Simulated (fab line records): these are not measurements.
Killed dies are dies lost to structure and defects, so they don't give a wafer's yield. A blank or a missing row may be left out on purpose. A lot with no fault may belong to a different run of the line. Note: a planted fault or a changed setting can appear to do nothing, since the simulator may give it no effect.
fab line records	flow sfq-line
record: lots: 6	wafers: 18	last-day: 94
route steps=325 shown JJ@194 M5@198 A5B@209 R5@212 I5@228 M8@325
lots that met no fault: from a run of the same line without faults
start-h: the number of hours between the record's first day and the start of the first shown wafer of the lot	wait-h: time in hours since the lot's previous step	" as in the row above	L1.1+2: a single row standing in for several wafers	- no value present, or no start provided	* or withheld: withheld	< > ~ a bound
route shown NAME@n: NAME is a module with steps in the file, n the number in the route of the first one	usual: mean and standard deviation over wafers with no fault	same: alike in all rows	chamber/n: place in a boat	sites: per-site readings	_std_site: standard deviation of those values	_edge_site: inner sites' mean taken away from outer sites' mean	radius-mm: how far each site lies from the wafer's centre	mask NAME#n: copy n	behind: tool/chamber where the wafer was last shaped	hold: reason for holding the lot/hours on hold/outcome of the hold	device: names the non-switching transistor (n, p or np)	end of line: the tests these same wafers got at the end of their route	where a step has no rows: the recipe by itself	killed: dies that structure and defects cost at the first sort, which is not the same as the wafer's yield	map: a wafer's dies, x killed, . not, _ none there
set.NAME: the setting that was run; set.NAME@STEP: the one run at that earlier step	model.NAME: the simulator's own value behind a step, which no gauge read
lots at some steps of the route; a table a step, a row a wafer
services: a tool's chamber out of use, with start hour (start-h, from the record's first day; less than 0 if before it), hours out, and reason
== steps ==
step: SFQ_TRILAYER_JJ_CE_ETCH_RIE_118
recipe: target: Nb	stop-on: Al2O3	mask-material: PR	taper-deg: 13.257	over-etch-frac: 0.15	time-s: 97.7	chemistry: SF6	target-depth-nm: 170	icp-w: 600	bias-w: 80	pressure-mtorr: 10
usual: drypump-motor-current-A: 5.8/0.35	oes-product-au: 0.990/0.0068
lot.wafer	tool	chamber	start-h	wait-h	drypump-motor-current-A	oes-product-au	rf-hours-counter-h
L482.3	rie-metal-01	0	1480.67	0.1	5.9	0.997	-
L482.4	"	1	"	"	5.5	0.986	-
L482.5	"	1	"	"	5.5	0.993	-
L483.2	rie-metal-03	1	1483.03	0.1	5.3	0.984	22
L483.5	"	0	"	"	5.4	0.996	-
L483.6	"	1	"	"	5.3	0.990	-
L484.3	rie-metal-01	0	1487.87	0.1	5.9	1.002	-
L484.4	"	1	"	"	5.5	0.994	-
L484.5	"	0	"	"	5.8	0.993	-
L488.2	rie-metal-04	1	1613.47	0.1	6.1	0.985	107
L488.3	"	0	"	"	6.2	0.990	-
L488.4	"	1	"	"	6.0	0.991	-
L489.3	rie-metal-04	1	1617.10	0.1	6.0	0.994	-
L489.4	"	0	"	"	6.2	0.997	-
L489.6	"	1	"	"	6.1	0.989	-
L490.1	rie-metal-04	1	1620.67	0.1	6.1	1.004	108
L490.3	"	1	"	"	6.1	0.992	-
L490.5	"	1	"	"	6.0	0.997	-
step: SFQ_TRILAYER_JJ_ANODIZE_ANODIZE_119
recipe: current-density-ma-cm2: withheld	end-current-density-ma-cm2: withheld	bath-temp-c: withheld
step: SFQ_TRILAYER_JJ_CE_STRIP_STRIP_120
recipe: gas: O2	power-w: 200	platen-temp-c: 40	overash-fraction: 0.65	chemistry: O2	pressure-mtorr: 50
step: SFQ_TRILAYER_JJ_CE_STRIP_SOLV_CLEAN_121
recipe: chemistry: NMP	temp-c: 70	time-s: 600
step: SFQ_TRILAYER_M5_LITHO_COAT_128
recipe: resist: BARC	spin-rpm: 3000	resist-thk-nm: 62
step: SFQ_TRILAYER_M5_LITHO_COAT_123
recipe: resist: KrF	spin-rpm: 3000	resist-thk-nm: 600
step: SFQ_TRILAYER_M5_LITHO_SOFTBAKE_127
recipe: temp-c: withheld	time-s: withheld	resist: KrF
step: SFQ_TRILAYER_M5_LITHO_EXPOSE_124
recipe: mask-id: M5	na: 0.6	source-shape: conventional	sigma-outer: 0.65	target-cd-nm: 700	dose-mj: 14.4
step: SFQ_TRILAYER_M5_LITHO_PEB_126
recipe: peb-temp-c: 115	peb-time-s: 60	resist: KrF
step: SFQ_TRILAYER_M5_LITHO_DEVELOP_125
recipe: time-s: 60	resist: KrF
step: SFQ_M5_OVL_MEAS_932
usual: M5_OVL: 0/5.6
lot.wafer	tool	chamber	start-h	wait-h	M5_OVL[nm]
L482.3	overlay-02	-	1614.55	0.1	-3
L482.4	"	-	"	"	-2
L482.5	"	-	"	"	1
L483.2	overlay-01	-	1618.15	0.1	3
L483.5	"	-	"	"	-2
L483.6	"	-	"	"	-1
L484.3	overlay-01	-	1620.55	0.1	-11
L484.4	"	-	"	"	-14
L484.5	"	-	"	"	-6
L488.2	overlay-02	-	1730.91	0.1	1
L488.3	"	-	"	"	-1
L488.4	"	-	"	"	-2
L489.3	overlay-02	-	1734.52	0.1	-5
L489.4	"	-	"	"	-11
L489.6	"	-	"	"	-5
L490.1	overlay-02	-	1736.90	0.1	-4
L490.3	"	-	"	"	-4
L490.5	"	-	"	"	-7
step: SFQ_TRILAYER_M5_BARC_OPEN_METAL_ETCH_161
recipe: mask-material: PR	chemistry: O2	target-depth-nm: 125	target: BARC	icp-w: 600	bias-w: 80	pressure-mtorr: 10	time-s: 41.7
step: SFQ_TRILAYER_M5_ETCH_METAL_ETCH_126
recipe: target: Nb	stop-on: SiO2	mask-material: PR	over-etch-frac: 0.15	time-s: 203.2	chemistry: Cl2/BCl3	target-depth-nm: 265	icp-w: 600	bias-w: 80	pressure-mtorr: 10
usual: drypump-motor-current-A: 5.9/0.36	oes-product-au: 0.728/0.0063
lot.wafer	tool	chamber	start-h	wait-h	drypump-motor-current-A	oes-product-au	rf-hours-counter-h	model.KrF_of_TRILAYER_M5_LITHO_COAT_123.thk-nm	model.M5.feature-depth-nm	model.etch.depth-nm
L482.3	rie-metal-02	0	1614.70	0.1	5.4	0.729	-	366.7	162.6	150.1
L482.4	"	1	"	"	6.2	0.712	-	440.1	144.7	144.7
L482.5	"	1	"	"	6.3	0.709	-	439.3	145.1	145.1
L483.2	rie-metal-02	0	1618.24	0.0	5.4	0.725	74	366.8	160.8	148.3
L483.5	"	1	"	"	6.2	0.708	-	439.5	144.6	144.6
L483.6	"	0	"	"	5.4	0.726	-	364.8	162.5	150
L484.3	rie-metal-01	0	1620.70	0.1	5.9	0.723	-	371.2	161.6	149.1
L484.4	"	1	"	"	5.5	0.730	-	371.2	162.4	149.8
L484.5	"	0	"	"	5.9	0.733	-	371.1	163.4	150.9
L488.2	rie-metal-02	1	1731.00	0.0	6.3	0.731	25	371.6	160.9	148.6
L488.3	"	1	"	"	6.2	0.734	-	370.3	163.5	151.2
L488.4	"	0	"	"	5.4	0.726	-	368.6	161.3	148.9
L489.3	rie-metal-01	1	1734.66	0.1	5.4	0.718	-	370.5	162.1	149.7
L489.4	"	0	"	"	5.9	0.726	-	370.6	161.2	148.7
L489.6	"	1	"	"	5.5	0.721	-	371.9	161.6	149.1
L490.1	rie-metal-04	0	1737.00	0.0	6.2	0.732	99	368.1	162.4	149.9
L490.3	"	0	"	"	6.2	0.730	-	370.2	162	149.7
L490.5	"	1	"	"	6.1	0.727	-	371.6	162.1	149.7
step: SFQ_TRILAYER_M5_STRIP_STRIP_127
recipe: gas: O2	power-w: 200	platen-temp-c: 40	overash-fraction: 0.65	chemistry: O2	pressure-mtorr: 50
usual: drypump-motor-current-A: 5.9/0.36	oes-product-au: 1.004/0.0086
lot.wafer	tool	chamber	start-h	wait-h	drypump-motor-current-A	oes-product-au	rf-hours-counter-h
L482.3	rie-metal-02	0	1615.03	0.3	5.4	1.011	-
L482.4	"	1	"	"	6.2	0.999	-
L482.5	"	1	"	"	6.2	0.999	-
L483.2	rie-metal-02	0	1618.43	0.1	5.4	1.007	74
L483.5	"	1	"	"	6.3	1.001	-
L483.6	"	0	"	"	5.4	1.011	-
L484.3	rie-metal-01	0	1621.03	0.3	5.9	1.001	-
L484.4	"	1	"	"	5.4	0.996	-
L484.5	"	0	"	"	5.8	0.999	-
L488.2	rie-metal-02	1	1731.19	0.1	6.2	1.008	25
L488.3	"	1	"	"	6.3	0.999	-
L488.4	"	0	"	"	5.4	0.997	-
L489.3	rie-metal-01	1	1734.99	0.3	5.5	0.999	-
L489.4	"	0	"	"	5.8	1.005	-
L489.6	"	1	"	"	5.5	1.011	-
L490.1	rie-metal-04	0	1737.19	0.1	6.2	1.004	99
L490.3	"	0	"	"	6.2	0.999	-
L490.5	"	1	"	"	6.1	1.010	-
step: SFQ_TRILAYER_M5_STRIP_SOLV_CLEAN_128
recipe: chemistry: NMP	temp-c: 70	time-s: 600
step: SFQ_TRILAYER_A5B_DEP_PECVD_129
recipe: material: SiO2	temp-c: 150	time-s: 133.33	pressure-torr: 2.4	rf-w: 183.3	precursor: SiH4/N2O	target-thk-nm: 600
step: SFQ_TRILAYER_A5B_CMP_CMP_130
recipe: stop-on: Nb	down-force-psi: 3	platen-rpm: 60	target-thk-nm: 340.7
usual: edge-zone-pressure-frac: 1.000/0.0047	motor-current-A: 10.0/0.95	retaining-ring-pressure-frac: 1.000/0.0055
lot.wafer	tool	chamber	start-h	wait-h	edge-zone-pressure-frac	motor-current-A	retaining-ring-pressure-frac
L482.3	cmp-01	2	1616.70	1.0	1.000	9.6	0.997
L482.4	"	3	"	"	0.996	9.1	0.998
L482.5	"	1	1618.20	2.5	1.006	10.8	0.997
L483.2	cmp-02	3	1620.47	1.0	0.996	11.7	1.007
L483.5	"	1	1621.47	2.0	0.999	8.3	1.001
L483.6	"	2	"	"	0.994	8.6	0.999
L484.4	cmp-01	0	1622.20	0.5	1.004	10.8	1.004
L484.3	"	1	"	"	1.007	11.4	1.004
L484.5	"	0	1624.20	2.5	1.000	10.8	0.997
L488.2	cmp-01	3	1732.06	0.0	1.005	9.8	0.999
L488.4	"	0	"	"	1.001	10.9	0.996
L488.3	"	2	1733.56	1.5	0.992	10.1	1.008
L489.3	cmp-01	3	1736.83	1.0	1.005	9.6	1.000
L489.4	"	0	"	"	1.000	10.8	0.996
L489.6	"	2	1738.33	2.5	1.002	9.8	1.004
L490.1	cmp-02	1	1738.23	0.0	0.998	8.8	0.999
L490.3	"	2	"	"	0.997	8.9	0.996
L490.5	"	1	1740.23	2.0	1.000	8.9	0.998
step: SFQ_TRILAYER_A5B_METRO_MEASURE_131
step: SFQ_TRILAYER_R5_DEP_SPUTTER_132
recipe: material: Ti	base-pressure-pa: 1.33e-06	target-thk-nm: 5	power-w: 2000	time-s: 5	chamber-pressure-pa: 0.4
step: SFQ_TRILAYER_R5_DEP_SPUTTER_133
recipe: material: MoNx	base-pressure-pa: 1.33e-06	target-thk-nm: 40	power-w: 1000	time-s: 66.7	chamber-pressure-pa: 0.4
usual: throttle-valve-pct: 30.2/1.3
lot.wafer	tool	chamber	start-h	wait-h	throttle-valve-pct
L482.3	pvd-sputter-04	-	1619.91	0.0	30.5
L482.4	"	-	"	"	31.4
L482.5	"	-	"	"	31.0
L483.2	pvd-sputter-05	-	1623.69	0.0	30.1
L483.5	"	-	"	"	31.4
L483.6	"	-	"	"	26.9
L484.3	pvd-sputter-03	-	1625.91	0.0	30.3
L484.4	"	-	"	"	28.8
L484.5	"	-	"	"	29.0
L488.2	pvd-sputter-05	-	1736.28	0.0	27.1
L488.3	"	-	"	"	30.0
L488.4	"	-	"	"	29.9
L489.3	pvd-sputter-04	-	1740.05	0.0	31.4
L489.4	"	-	"	"	31.3
L489.6	"	-	"	"	30.8
L490.1	pvd-sputter-03	-	1742.45	0.0	30.5
L490.3	"	-	"	"	28.8
L490.5	"	-	"	"	31.1
step: SFQ_TRILAYER_R5_DEP_SPUTTER_134
recipe: material: Ti	base-pressure-pa: 1.33e-06	target-thk-nm: 5	power-w: 2000	time-s: 5	chamber-pressure-pa: 0.4
step: SFQ_R5_RS_MEAS_933
recipe: thk-meas-gauge: four-point-probe	reads: Ti_of_TRILAYER_R5_DEP_SPUTTER_134+MoNx_of_TRILAYER_R5_DEP_SPUTTER_133+Ti_of_TRILAYER_R5_DEP_SPUTTER_132
usual: R5_MONX_RS: 7.06/0.076
lot.wafer	tool	chamber	start-h	wait-h	R5_MONX_RS[ohm/sq]
L482.3	film-metro-02	-	1620.03	0.0	7.00
L482.4	"	-	"	"	6.95
L482.5	"	-	"	"	7.06
L483.2	film-metro-02	-	1623.78	0.0	7.06
L483.5	"	-	"	"	7.01
L483.6	"	-	"	"	6.99
L484.3	film-metro-02	-	1626.03	0.0	7.15
L484.4	"	-	"	"	7.07
L484.5	"	-	"	"	7.17
L488.2	film-metro-04	-	1736.37	0.0	7.14
L488.3	"	-	"	"	7.17
L488.4	"	-	"	"	7.17
L489.3	film-metro-03	-	1740.17	0.0	7.18
L489.4	"	-	"	"	7.20
L489.6	"	-	"	"	7.15
L490.1	film-metro-02	-	1742.53	0.0	7.00
L490.3	"	-	"	"	6.94
L490.5	"	-	"	"	6.98
step: SFQ_R5_THK_MEAS_934
recipe: thk-meas-gauge: xrf	reads: MoNx_of_TRILAYER_R5_DEP_SPUTTER_133
usual: R5_MONX_THK: 39.6/0.53
lot.wafer	tool	chamber	start-h	wait-h	R5_MONX_THK[nm]
L482.3	film-metro-02	-	1620.13	0.1	39.5
L482.4	"	-	"	"	39.7
L482.5	"	-	"	"	39.6
L483.2	film-metro-02	-	1623.89	0.1	39.1
L483.5	"	-	"	"	39.6
L483.6	"	-	"	"	39.6
L484.3	film-metro-02	-	1626.13	0.1	39.0
L484.4	"	-	"	"	39.3
L484.5	"	-	"	"	38.8
L488.2	film-metro-04	-	1736.48	0.1	38.6
L488.3	"	-	"	"	38.6
L488.4	"	-	"	"	38.8
L489.3	film-metro-03	-	1740.27	0.1	39.3
L489.4	"	-	"	"	38.9
L489.6	"	-	"	"	39.1
L490.1	film-metro-02	-	1742.65	0.1	39.7
L490.3	"	-	"	"	40.1
L490.5	"	-	"	"	39.8
step: SFQ_TRILAYER_R5_LITHO_COAT_141
recipe: resist: BARC	spin-rpm: 3000	resist-thk-nm: 62
step: SFQ_TRILAYER_R5_LITHO_COAT_136
recipe: resist: KrF	spin-rpm: 3000	resist-thk-nm: 600
step: SFQ_TRILAYER_R5_LITHO_SOFTBAKE_140
recipe: temp-c: withheld	time-s: withheld	resist: KrF
step: SFQ_TRILAYER_R5_LITHO_EXPOSE_137
recipe: mask-id: R5	na: 0.6	source-shape: conventional	sigma-outer: 0.65	target-cd-nm: 500	dose-mj: 14.4
step: SFQ_TRILAYER_R5_LITHO_PEB_139
recipe: peb-temp-c: 115	peb-time-s: 60	resist: KrF
step: SFQ_TRILAYER_R5_LITHO_DEVELOP_138
recipe: time-s: 60	resist: KrF
step: SFQ_R5_OVL_MEAS_935
usual: R5_OVL: 2/5.7
lot.wafer	tool	chamber	start-h	wait-h	R5_OVL[nm]
L482.3	overlay-02	-	1735.72	0.1	-4
L482.4	"	-	"	"	7
L482.5	"	-	"	"	2
L483.2	overlay-02	-	1739.31	0.1	6
L483.5	"	-	"	"	6
L483.6	"	-	"	"	6
L484.3	overlay-02	-	1741.72	0.1	0
L484.4	"	-	"	"	1
L484.5	"	-	"	"	-4
L488.2	overlay-02	-	1752.64	0.1	7
L488.3	"	-	"	"	10
L488.4	"	-	"	"	3
L489.3	overlay-02	-	1753.85	0.1	-13
L489.4	"	-	"	"	-4
L489.6	"	-	"	"	-6
L490.1	overlay-02	-	1756.24	0.1	11
L490.3	"	-	"	"	8
L490.5	"	-	"	"	13
step: SFQ_TRILAYER_R5_BARC_OPEN_METAL_ETCH_177
recipe: mask-material: PR	chemistry: O2	target-depth-nm: 125	target: BARC	icp-w: 600	bias-w: 80	pressure-mtorr: 10	time-s: 41.7
step: SFQ_TRILAYER_R5_ETCH_METAL_ETCH_139
recipe: stop-on: SiO2	mask-material: PR	chemistry: Cl2	target-depth-nm: 60	icp-w: 600	bias-w: 80	pressure-mtorr: 10	time-s: 40
step: SFQ_TRILAYER_R5_STRIP_STRIP_140
recipe: gas: O2	power-w: 200	platen-temp-c: 40	overash-fraction: 0.65	chemistry: O2	pressure-mtorr: 50
step: SFQ_TRILAYER_R5_STRIP_SOLV_CLEAN_141
recipe: chemistry: NMP	temp-c: 70	time-s: 600
step: SFQ_TRILAYER_A5C_DEP_PECVD_142
recipe: material: SiO2	temp-c: 150	time-s: 15.556	pressure-torr: 2.4	rf-w: 183.3	precursor: SiH4/N2O	target-thk-nm: 70
usual: heater-power-w: 77/18	throttle-valve-pct: 25.2/1.1
lot.wafer	tool	chamber	start-h	wait-h	heater-power-w	throttle-valve-pct
L482.3	pecvd-02	1	1736.63	0.0	76	24.9
L482.4	"	1	"	"	77	25.0
L482.5	"	0	"	"	63	25.1
L483.2	pecvd-03	1	1740.23	0.0	89	25.0
L483.5	"	0	"	"	82	24.6
L483.6	"	1	"	"	87	25.2
L484.3	pecvd-02	2	1742.63	0.0	93	23.9
L484.4	"	1	"	"	79	25.0
L484.5	"	2	"	"	95	24.2
L488.2	pecvd-03	0	1753.57	0.0	98	24.6
L488.3	"	2	"	"	48	27.2
L488.4	"	0	"	"	97	24.8
L489.3	pecvd-02	0	1754.77	0.0	60	25.1
L489.4	"	1	"	"	85	25.0
L489.6	"	0	"	"	61	25.3
L490.1	pecvd-03	0	1757.17	0.0	89	24.5
L490.3	"	1	"	"	87	25.2
L490.5	"	0	"	"	88	25.1
step: SFQ_TRILAYER_I5_LITHO_COAT_149
recipe: resist: BARC	spin-rpm: 3000	resist-thk-nm: 62
step: SFQ_TRILAYER_I5_LITHO_COAT_144
recipe: resist: KrF	spin-rpm: 3000	resist-thk-nm: 650
step: SFQ_TRILAYER_I5_LITHO_SOFTBAKE_148
recipe: temp-c: withheld	time-s: withheld	resist: KrF
step: SFQ_TRILAYER_I5_LITHO_EXPOSE_145
recipe: mask-id: I5	na: 0.6	source-shape: conventional	sigma-outer: 0.65	target-cd-nm: 700	dose-mj: 21.3
step: SFQ_TRILAYER_I5_LITHO_PEB_147
recipe: peb-temp-c: 115	peb-time-s: 60	resist: KrF
step: SFQ_TRILAYER_I5_LITHO_DEVELOP_146
recipe: time-s: 60	resist: KrF
step: SFQ_I5_OVL_MEAS_936
usual: I5_OVL: -2/5.4
lot.wafer	tool	chamber	start-h	wait-h	I5_OVL[nm]
L482.3	overlay-01	-	1750.37	0.1	11
L482.4	"	-	"	"	4
L482.5	"	-	"	"	4
L483.2	overlay-02	-	1751.44	0.1	4
L483.5	"	-	"	"	4
L483.6	"	-	"	"	8
L484.3	overlay-02	-	1755.05	0.1	-2
L484.4	"	-	"	"	-7
L484.5	"	-	"	"	-9
L488.2	overlay-02	-	1770.64	0.1	0
L488.3	"	-	"	"	3
L488.4	"	-	"	"	3
L489.3	overlay-02	-	1771.85	0.1	3
L489.4	"	-	"	"	1
L489.6	"	-	"	"	-2
L490.1	overlay-02	-	1774.24	0.1	-3
L490.3	"	-	"	"	-10
L490.5	"	-	"	"	-3
step: SFQ_M8_BOW_MEAS_951
recipe: mode: bow
usual: M8_BOW: 8/12
lot.wafer	tool	chamber	start-h	wait-h	M8_BOW[um]	model.etest.m5.comb-log10-ohm
L482.3	film-metro-01	-	2128.48	0.0	24	12
L482.4	"	-	"	"	19	0
L482.5	"	-	"	"	15	0
L483.2	film-metro-03	-	2130.86	0.0	6	12
L483.5	"	-	"	"	0	0
L483.6	"	-	"	"	7	12
L484.3	film-metro-03	-	2135.20	0.0	14	12
L484.4	"	-	"	"	21	12
L484.5	"	-	"	"	0	12
L488.2	film-metro-04	-	2225.44	0.0	3	12
L488.3	"	-	"	"	12	12
L488.4	"	-	"	"	25	12
L489.3	film-metro-01	-	2235.06	0.0	9	12
L489.4	"	-	"	"	23	12
L489.6	"	-	"	"	29	12
L490.1	film-metro-03	-	2244.62	0.0	14	12
L490.3	"	-	"	"	4	12
L490.5	"	-	"	"	13	12
== services ==
tool	chamber	start-h	hours	kind
cmp-02	-	1466.25	0.4	repair
cmp-01	-	1477.82	1.6	repair
pvd-sputter-03	-	1478.46	14.1	repair
pvd-sputter-05	-	1516.37	7.5	repair
rie-metal-04	1	1535.69	44.0	repair
pecvd-02	1	1536.81	3.9	repair
rie-metal-04	-	1545.24	0.8	repair
rie-metal-04	0	1545.38	7.4	repair
pecvd-03	-	1554.66	0.6	repair
cmp-01	-	1560.44	0.6	repair
pecvd-02	-	1563.29	1.9	repair
cmp-01	-	1610.15	4.0	pm
pecvd-02	0	1654.28	4.4	repair
cmp-01	-	1657.27	1.5	repair
pecvd-02	2	1662.96	23.8	repair
pecvd-03	2	1667.63	18.6	repair
cmp-01	-	1696.41	0.2	repair
rie-metal-01	-	1697.98	1.4	pm
pecvd-02	-	1705.83	1.1	repair
cmp-01	-	1715.98	3.4	pm
rie-metal-02	1	1724.98	5.9	repair
cmp-01	-	1748.65	1.2	repair
cmp-01	-	1749.81	0.7	repair
rie-metal-01	1	1755.90	3.2	repair
== key ==
first-sign: step: SFQ_TRILAYER_M5_ETCH_METAL_ETCH_126	reading: oes-product-au	direction: down	sigmas: 2.9	usual: 0.728	struck: 0.710
effect none on later readings
model-effect: step: SFQ_TRILAYER_M5_ETCH_METAL_ETCH_126	value: KrF_of_TRILAYER_M5_LITHO_COAT_123.thk-nm	without: 371.2	struck: 439.6
model-effect: step: SFQ_M8_BOW_MEAS_951	value: etest.m5.comb-log10-ohm	without: 12	struck: 0
met-at SFQ_TRILAYER_M5_ETCH_METAL_ETCH_126
struck-wafers L482.4,L482.5,L483.5
fault: kind: process-parameter-drift	tool: rie-metal-02	chamber: -	onset-h: 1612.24	steps: SFQ_TRILAYER_M5_ETCH_METAL_ETCH_126	channel: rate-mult	offset: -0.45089	shape: step	end-h: 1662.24	scope: struck-wafers-only
